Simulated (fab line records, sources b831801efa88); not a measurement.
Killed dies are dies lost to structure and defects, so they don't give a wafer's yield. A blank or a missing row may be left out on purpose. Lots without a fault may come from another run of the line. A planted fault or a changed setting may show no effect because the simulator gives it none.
Which tool did it? | flow sfq_line | 15 lots, 45 wafers sampled, at 2 steps of a route of 325

WHAT THE GAUGES READ, wafer by wafer
SFQ_M0_RS_MEAS_904: measures by four-point-probe.
lot  | measured     | on            | M0_NB_RS (ohm/sq)
L467 | day 8 00:32  | film_metro-03 | 0.903 0.907 0.903
L468 | day 8 12:04  | film_metro-03 | 0.908 0.903 0.906
L469 | day 8 22:52  | film_metro-02 | 0.896 0.906 0.895
L470 | day 9 09:35  | film_metro-02 | 0.915 0.905 0.904
L471 | day 9 15:37  | film_metro-02 | 0.917 0.917 0.930
L474 | day 10 07:17 | film_metro-02 | 0.902 0.911 0.898
L475 | day 10 12:46 | film_metro-02 | 0.923 0.920 0.915
L476 | day 10 19:54 | film_metro-02 | 0.919 0.925 0.921
L477 | day 10 22:18 | film_metro-02 | 0.908 0.902 0.913
L478 | day 11 05:31 | film_metro-03 | 0.908 0.900 0.897
L480 | day 11 13:17 | film_metro-04 | 0.912 0.910 0.908
L485 | day 12 21:49 | film_metro-04 | 0.915 0.911 0.911
L486 | day 13 00:14 | film_metro-04 | 0.915 0.916 0.925
L487 | day 13 01:25 | film_metro-03 | 0.917 0.919 0.924
L490 | day 13 06:13 | film_metro-02 | 0.894 0.895 0.898

SFQ_JJ_OVL_MEAS_931.
lot  | measured     | on         | J5_OVL (nm)
L467 | day 55 01:05 | overlay-01 | -1 3 4
L468 | day 55 02:17 | overlay-01 | -7 -1 -8
L469 | day 59 07:28 | overlay-02 | -9 -2 -2
L470 | day 59 13:28 | overlay-01 | -5 1 4
L471 | day 60 01:29 | overlay-01 | 7 3 7
L474 | day 64 11:12 | overlay-01 | 2 4 -4
L475 | day 65 11:41 | overlay-02 | -10 -8 -5
L476 | day 65 17:49 | overlay-02 | -4 -1 -1
L477 | day 66 01:01 | overlay-02 | 4 3 0
L478 | day 66 09:05 | overlay-01 | 2 -1 -4
L480 | day 66 15:05 | overlay-01 | -4 0 0
L485 | day 69 04:53 | overlay-02 | -4 -6 -2
L486 | day 69 16:36 | overlay-01 | 11 6 12
L487 | day 69 23:47 | overlay-01 | 6 10 3
L490 | day 71 08:11 | overlay-02 | 14 9 7

WHICH TOOL RAN EACH LOT (tool, then ch and the chambers of the sampled wafers, then the start)
The record holds no process step before these readings.

WHAT THE TOOLS THEMSELVES READ (means of the sampled wafers that have a number; where no wafer has one, the mark that the record gives instead)
The record holds no such reading with a usual standard deviation.

THE ANSWER, worked out from the rows above alone
Rule: what is usual is taken from the lots themselves. Put in order of their means at a reading, lots are off if they are a third of the lots or fewer, leave a main group of 4 or more, and stand apart from it by a gap of 3 or more times the standard deviation of the main group's means; of several such gaps the widest counts. A main group whose means are all the same, to the digits that the tables above print for the reading, isn't used. A lot without any number at a reading at which 4 lots or more have one is off too. The other lots that the step has rows for count as sound. The gauges are gone through in route order, then the tools' own readings, and for those a lot's mean is taken as printed above. The first step at which some lot is off is used, and at that step the reading that is off furthest; a lot without a number counts as furthest.
No lot is off at any reading shown: from this, nothing can be told.

WHAT THE SIMULATOR HAD PUT IN
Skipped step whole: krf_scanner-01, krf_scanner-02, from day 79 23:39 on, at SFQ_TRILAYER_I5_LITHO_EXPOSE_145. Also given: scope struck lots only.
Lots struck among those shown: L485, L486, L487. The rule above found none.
